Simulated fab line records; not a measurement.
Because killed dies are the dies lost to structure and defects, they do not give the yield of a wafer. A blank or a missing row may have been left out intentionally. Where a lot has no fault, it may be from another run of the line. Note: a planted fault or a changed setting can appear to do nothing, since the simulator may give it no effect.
Which tool is to blame? + flow gf180mcu + 72 wafers from 24 lots sampled at 6 of the route's 602 steps

WHAT THE GAUGES READ, wafer by wafer
GF_HV_LDD_OVL_MEAS_47.
| lot  | measured     | on         | HV_LDD_03_OVL (nm) |
|------|--------------|------------|--------------------|
| L074 | day 12 08:27 | overlay-01 | 0.9 1.4 0.5        |
| L075 | day 12 17:06 | overlay-01 | 0.4 0.4 -0.7       |
| L076 | day 13 11:31 | overlay-02 | 1.4 2.6 1.7        |
| L077 | day 13 20:38 | overlay-02 | -1.7 -1.9 -0.3     |
| L078 | day 13 20:41 | overlay-01 | 3.5 2.6 3.0        |
| L079 | day 14 01:56 | overlay-01 | -3.8 -2.9 -2.9     |
| L080 | day 14 06:50 | overlay-02 | -0.5 -1.0 -1.7     |
| L081 | day 14 20:23 | overlay-01 | 0.8 1.5 0.0        |
| L082 | day 15 06:09 | overlay-02 | -3.1 -2.8 -2.0     |
| L083 | day 15 16:34 | overlay-01 | -0.6 -1.0 -1.2     |
| L084 | day 15 20:18 | overlay-01 | -0.2 -0.2 -1.1     |
| L085 | day 16 00:01 | overlay-01 | -0.6 -1.1 -0.5     |
| L086 | day 16 03:53 | overlay-02 | 2.1 0.7 1.6        |
| L087 | day 16 17:23 | overlay-01 | -2.0 -2.3 -1.4     |
| L088 | day 17 01:02 | overlay-02 | -1.6 0.6 -0.4      |
| L089 | day 17 08:11 | overlay-01 | 1.6 1.2 0.5        |
| L090 | day 17 20:35 | overlay-01 | -0.4 -1.5 -0.6     |
| L091 | day 18 17:32 | overlay-01 | 0.8 1.0 0.4        |
| L092 | day 18 15:17 | overlay-02 | -1.1 0.8 0.0       |
| L093 | day 18 21:43 | overlay-02 | -2.5 -4.2 -3.7     |
| L094 | day 19 04:56 | overlay-02 | 2.8 3.5 2.6        |
| L095 | day 19 10:59 | overlay-01 | -0.3 -0.3 -0.4     |
| L096 | day 19 16:16 | overlay-02 | 0.8 0.3 0.5        |
| L097 | day 20 09:07 | overlay-02 | -0.1 -1.4 0.2      |

GF_TOP_METAL_CD_MEAS_14 targets a cd of 440 nm.
| lot  | measured     | on       | cdNm (nm)         |
|------|--------------|----------|-------------------|
| L074 | day 28 04:13 | cdSem-01 | 441.5 439.8 440.4 |
| L075 | day 28 07:45 | cdSem-02 | 438.5 438.3 437.3 |
| L076 | day 29 04:19 | cdSem-02 | 443.5 444.6 443.5 |
| L077 | day 29 17:16 | cdSem-02 | 439.4 438.8 439.8 |
| L078 | day 29 19:07 | cdSem-01 | 441.5 442.3 441.8 |
| L079 | day 29 22:07 | cdSem-01 | 439.6 437.3 439.2 |
| L080 | day 29 22:13 | cdSem-02 | 443.7 443.3 441.2 |
| L081 | day 30 17:41 | cdSem-02 | 442.3 442.0 443.2 |
| L082 | day 30 22:23 | cdSem-01 | 437.0 439.2 439.3 |
| L083 | day 31 09:52 | cdSem-02 | 435.2 438.2 437.5 |
| L084 | day 31 12:02 | cdSem-02 | 438.5 441.4 442.7 |
| L085 | day 31 12:14 | cdSem-02 | 439.8 439.8 441.0 |
| L086 | day 31 15:39 | cdSem-02 | 438.7 438.5 438.9 |
| L087 | day 32 04:33 | cdSem-02 | 437.7 439.6 437.0 |
| L088 | day 32 09:33 | cdSem-02 | 442.9 441.3 443.1 |
| L089 | day 32 11:52 | cdSem-01 | 439.5 438.3 439.0 |
| L090 | day 32 23:32 | cdSem-02 | 441.1 441.3 442.9 |
| L091 | day 33 15:40 | cdSem-01 | 439.9 441.2 440.5 |
| L092 | day 33 10:52 | cdSem-01 | 439.5 441.8 437.8 |
| L093 | day 33 16:21 | cdSem-02 | 439.3 438.1 435.8 |
| L094 | day 33 20:01 | cdSem-02 | 440.7 441.7 439.4 |
| L095 | day 33 23:10 | cdSem-02 | 438.1 437.2 437.3 |
| L096 | day 34 03:07 | cdSem-02 | 439.1 438.4 439.1 |
| L097 | day 34 12:12 | cdSem-02 | 441.8 442.2 440.7 |

GF_PASSIVATION_BOW_MEAS_14.
| lot  | measured     | on           | PASSIVATION_BOW (um) |
|------|--------------|--------------|----------------------|
| L074 | day 29 03:04 | filmMetro-03 | 131 141 137          |
| L075 | day 29 07:22 | filmMetro-04 | 133 130 136          |
| L076 | day 30 02:17 | filmMetro-01 | 126 121 132          |
| L077 | day 30 14:58 | filmMetro-04 | 127 110 116          |
| L078 | day 30 16:55 | filmMetro-03 | 136 149 148          |
| L079 | day 30 20:34 | filmMetro-03 | 122 113 114          |
| L080 | day 30 20:25 | filmMetro-01 | 118 133 133          |
| L081 | day 31 14:17 | filmMetro-04 | 139 133 146          |
| L082 | day 31 18:56 | filmMetro-04 | 149 141 132          |
| L083 | day 32 06:31 | filmMetro-04 | 125 133 140          |
| L084 | day 32 08:07 | filmMetro-03 | 128 122 118          |
| L085 | day 32 08:40 | filmMetro-01 | 133 133 143          |
| L086 | day 32 11:58 | filmMetro-04 | 137 133 126          |
| L087 | day 33 00:04 | filmMetro-01 | 141 146 144          |
| L088 | day 33 04:58 | filmMetro-01 | 138 133 137          |
| L089 | day 33 07:39 | filmMetro-01 | 125 119 132          |
| L090 | day 33 18:09 | filmMetro-01 | 153 154 154          |
| L091 | day 34 10:02 | filmMetro-03 | 147 127 136          |
| L092 | day 34 05:37 | filmMetro-03 | 149 137 131          |
| L093 | day 34 10:55 | filmMetro-03 | 135 146 138          |
| L094 | day 34 14:35 | filmMetro-03 | 157 152 160          |
| L095 | day 34 17:55 | filmMetro-01 | 138 133 132          |
| L096 | day 34 22:01 | filmMetro-01 | 146 157 140          |
| L097 | day 35 06:07 | filmMetro-03 | 135 136 134          |

WHAT TOOL EACH LOT RAN ON (gives the tool, then ch and the chambers of the sampled wafers, and finally the start)
| lot  | GF_VT_IMPLANT_RTA_45            | GF_V1_SPUTTER_22            | GF_V5_CMP_26                  |
|------|---------------------------------|-----------------------------|-------------------------------|
| L074 | rtpAnneal-02 ch 0, day 7 11:16  | pvdSputter-04, day 18 00:53 | cmp-01 ch 2,3, day 27 08:13   |
| L075 | rtpAnneal-02 ch 0, day 7 17:50  | pvdSputter-01, day 18 12:23 | cmp-02 ch 1,2,3, day 27 11:32 |
| L076 | rtpAnneal-01 ch 0, day 8 12:27  | pvdSputter-02, day 19 16:19 | cmp-01 ch 0,2,3, day 28 08:22 |
| L077 | rtpAnneal-01 ch 0, day 8 19:34  | pvdSputter-04, day 19 19:28 | cmp-01 ch 1,2, day 28 21:14   |
| L078 | rtpAnneal-01 ch 0, day 8 21:18  | pvdSputter-01, day 19 23:07 | cmp-02 ch 0,1,3, day 28 23:50 |
| L079 | rtpAnneal-01 ch 0, day 9 01:40  | pvdSputter-02, day 20 04:32 | cmp-01 ch 0,1,2, day 29 02:44 |
| L080 | rtpAnneal-01 ch 0, day 9 07:06  | pvdSputter-01, day 20 08:14 | cmp-02 ch 0,1,3, day 29 03:05 |
| L081 | rtpAnneal-02 ch 0, day 9 17:01  | pvdSputter-01, day 21 02:35 | cmp-01 ch 1,2,3, day 29 22:04 |
| L082 | rtpAnneal-02 ch 0, day 10 00:12 | pvdSputter-04, day 21 13:02 | cmp-01 ch 0,1,3, day 30 02:47 |
| L083 | rtpAnneal-01 ch 0, day 10 10:03 | pvdSputter-04, day 22 00:14 | cmp-02 ch 0,2,3, day 30 15:21 |
| L084 | rtpAnneal-02 ch 0, day 10 10:08 | pvdSputter-04, day 22 05:40 | cmp-01 ch 0,3, day 30 17:26   |
| L085 | rtpAnneal-01 ch 0, day 10 14:27 | pvdSputter-01, day 22 05:59 | cmp-02 ch 0,2, day 30 18:28   |
| L086 | rtpAnneal-02 ch 0, day 10 20:27 | pvdSputter-02, day 22 11:53 | cmp-01 ch 1,2,3, day 30 21:44 |
| L087 | rtpAnneal-01 ch 0, day 11 04:44 | pvdSputter-01, day 23 11:50 | cmp-01 ch 1,2,3, day 31 10:52 |
| L088 | rtpAnneal-01 ch 0, day 11 14:15 | pvdSputter-02, day 23 14:28 | cmp-01 ch 0,2, day 31 15:22   |
| L089 | rtpAnneal-02 ch 0, day 11 17:48 | pvdSputter-02, day 23 16:02 | cmp-01 ch 0,2, day 31 17:53   |
| L090 | rtpAnneal-01 ch 0, day 12 00:11 | pvdSputter-01, day 24 10:11 | cmp-01 ch 0,1,2, day 32 07:08 |
| L091 | rtpAnneal-01 ch 0, day 12 17:49 | pvdSputter-04, day 25 07:22 | cmp-01 ch 0,2,3, day 33 00:25 |
| L092 | rtpAnneal-02 ch 0, day 12 18:46 | pvdSputter-02, day 25 05:32 | cmp-01 ch 0,3, day 32 18:26   |
| L093 | rtpAnneal-02 ch 0, day 12 21:07 | pvdSputter-02, day 25 09:32 | cmp-02 ch 0,1,2, day 33 00:55 |
| L094 | rtpAnneal-01 ch 0, day 13 05:01 | pvdSputter-04, day 25 11:50 | cmp-02 ch 0,1, day 33 03:49   |
| L095 | rtpAnneal-01 ch 0, day 13 11:04 | pvdSputter-04, day 25 14:59 | cmp-01 ch 0,3, day 33 06:50   |
| L096 | rtpAnneal-02 ch 0, day 13 15:33 | pvdSputter-02, day 25 16:08 | cmp-02 ch 0,1,2, day 33 11:26 |
| L097 | rtpAnneal-01 ch 0, day 14 03:16 | pvdSputter-04, day 26 11:14 | cmp-02 ch 0,2,3, day 33 20:30 |
- GF_VT_IMPLANT_RTA_45: time 30 s.
- GF_V1_SPUTTER_22: material TiN, target thk 10 nm, time 40 s.
- GF_V5_CMP_26: polishes, stops on SiO2, t overpolish 15 s, target thk 0 nm.

WHAT THE TOOLS THEMSELVES READ (means of the sampled wafers that have a number; where no wafer has one, the mark that the record gives instead)
GF_VT_IMPLANT_RTA_45.
| lot  | tool         | lampPowerPct (%) | wafer_temp_C_max |
|------|--------------|------------------|------------------|
| L074 | rtpAnneal-02 | 38.3             | 1053.4           |
| L075 | rtpAnneal-02 | 38.3             | 1052.8           |
| L076 | rtpAnneal-01 | 36.7             | 1056.5           |
| L077 | rtpAnneal-01 | 36.8             | 1055.8           |
| L078 | rtpAnneal-01 | 36.8             | 1055.7           |
| L079 | rtpAnneal-01 | 36.7             | 1055.4           |
| L080 | rtpAnneal-01 | 36.7             | 1055.4           |
| L081 | rtpAnneal-02 | 38.3             | 1052.5           |
| L082 | rtpAnneal-02 | 38.3             | 1053.8           |
| L083 | rtpAnneal-01 | 36.7             | 1055.3           |
| L084 | rtpAnneal-02 | 38.3             | 1053.8           |
| L085 | rtpAnneal-01 | 36.8             | 1055.4           |
| L086 | rtpAnneal-02 | 38.3             | 1052.7           |
| L087 | rtpAnneal-01 | 36.7             | 1056.1           |
| L088 | rtpAnneal-01 | 36.7             | 1055.3           |
| L089 | rtpAnneal-02 | 38.3             | 1054.1           |
| L090 | rtpAnneal-01 | 36.8             | 1055.7           |
| L091 | rtpAnneal-01 | 36.7             | 1057.2           |
| L092 | rtpAnneal-02 | 38.3             | 1053.1           |
| L093 | rtpAnneal-02 | 38.3             | 1053.5           |
| L094 | rtpAnneal-01 | 36.8             | 1056.4           |
| L095 | rtpAnneal-01 | 36.7             | 1056.3           |
| L096 | rtpAnneal-02 | 38.3             | 1053.5           |
| L097 | rtpAnneal-01 | 36.8             | 1056.1           |

GF_V1_SPUTTER_22.
| lot  | tool          | throttleValvePct (%) |
|------|---------------|----------------------|
| L074 | pvdSputter-04 | 30.2                 |
| L075 | pvdSputter-01 | 29.7                 |
| L076 | pvdSputter-02 | 30.3                 |
| L077 | pvdSputter-04 | 30.2                 |
| L078 | pvdSputter-01 | 29.6                 |
| L079 | pvdSputter-02 | 30.9                 |
| L080 | pvdSputter-01 | 29.4                 |
| L081 | pvdSputter-01 | 29.7                 |
| L082 | pvdSputter-04 | 30.3                 |
| L083 | pvdSputter-04 | 30.1                 |
| L084 | pvdSputter-04 | 30.4                 |
| L085 | pvdSputter-01 | 29.1                 |
| L086 | pvdSputter-02 | 31.1                 |
| L087 | pvdSputter-01 | 29.1                 |
| L088 | pvdSputter-02 | 30.0                 |
| L089 | pvdSputter-02 | 30.4                 |
| L090 | pvdSputter-01 | 29.1                 |
| L091 | pvdSputter-04 | 30.3                 |
| L092 | pvdSputter-02 | 31.1                 |
| L093 | pvdSputter-02 | 30.5                 |
| L094 | pvdSputter-04 | 30.2                 |
| L095 | pvdSputter-04 | 30.0                 |
| L096 | pvdSputter-02 | 30.2                 |
| L097 | pvdSputter-04 | 30.3                 |

GF_V5_CMP_26.
| lot  | tool   | edgeZonePressureFrac | motorCurrentA (A) | overpolishRunS (s) | platenRpm (rpm) | timeToEndpointS (s) |
|------|--------|----------------------|-------------------|--------------------|-----------------|---------------------|
| L074 | cmp-01 | 1.003                | 11.3              | 14.998             | 60.01           | 84.6                |
| L075 | cmp-02 | 1.000                | 11.0              | 15.008             | 60.00           | 84.1                |
| L076 | cmp-01 | 0.998                | 10.9              | 14.995             | 60.03           | 88.5                |
| L077 | cmp-01 | 1.001                | 11.3              | 14.996             | 59.99           | 85.4                |
| L078 | cmp-02 | 1.005                | 11.1              | 15.003             | 60.00           | 82.3                |
| L079 | cmp-01 | 1.002                | 11.0              | 15.005             | 60.00           | 86.2                |
| L080 | cmp-02 | 1.002                | 11.6              | 14.995             | 60.03           | 83.5                |
| L081 | cmp-01 | 0.998                | 11.3              | 14.997             | 59.98           | 82.8                |
| L082 | cmp-01 | 1.005                | 10.8              | 14.996             | 59.97           | 87.8                |
| L083 | cmp-02 | 0.997                | 11.4              | 14.997             | 60.02           | 83.4                |
| L084 | cmp-01 | 1.001                | 10.8              | 14.997             | 60.00           | 87.7                |
| L085 | cmp-02 | 1.002                | 11.5              | 15.001             | 59.98           | 83.3                |
| L086 | cmp-01 | 0.999                | 10.9              | 15.005             | 60.00           | 91.0                |
| L087 | cmp-01 | 1.000                | 11.4              | 14.997             | 60.01           | 86.0                |
| L088 | cmp-01 | 0.996                | 10.8              | 15.001             | 59.94           | 83.4                |
| L089 | cmp-01 | 0.997                | 11.1              | 14.990             | 60.02           | 88.0                |
| L090 | cmp-01 | 1.004                | 11.5              | 15.000             | 60.01           | 83.7                |
| L091 | cmp-01 | 1.000                | 10.8              | 15.004             | 60.06           | 84.4                |
| L092 | cmp-01 | 1.000                | 11.2              | 15.006             | 60.01           | 86.5                |
| L093 | cmp-02 | 1.000                | 11.5              | 14.996             | 60.02           | 83.1                |
| L094 | cmp-02 | 1.005                | 12.1              | 15.005             | 59.98           | 83.2                |
| L095 | cmp-01 | 1.007                | 10.5              | 15.003             | 59.99           | 83.3                |
| L096 | cmp-02 | 1.004                | 11.8              | 14.998             | 59.99           | 82.4                |
| L097 | cmp-02 | 0.998                | 11.0              | 14.994             | 60.02           | 84.6                |

THE ANSWER, worked out from the rows above alone
Rule: usual is defined by the lots themselves. Put in order of their means at a reading, lots are off if they are a third of the lots or fewer, leave a main group of 4 or more, and stand apart from it by a gap of 3 or more times the standard deviation of the main group's means; of several such gaps the widest counts. The tables above print the reading to a certain number of digits; a main group whose means all agree to those digits is not used. Also off: a lot with no number at a reading for which 4 or more lots have one. The other lots that the step has rows for count as sound. After the gauges, taken in route order, come the tools' own readings; for these a lot's mean is taken, as printed above. The first step at which some lot is off is used, and at that step the reading that is off furthest; a lot without a number counts as furthest.
No lot is off on any of the readings shown, so nothing can be concluded from this.

WHAT WAS PUT IN BY THE SIMULATOR
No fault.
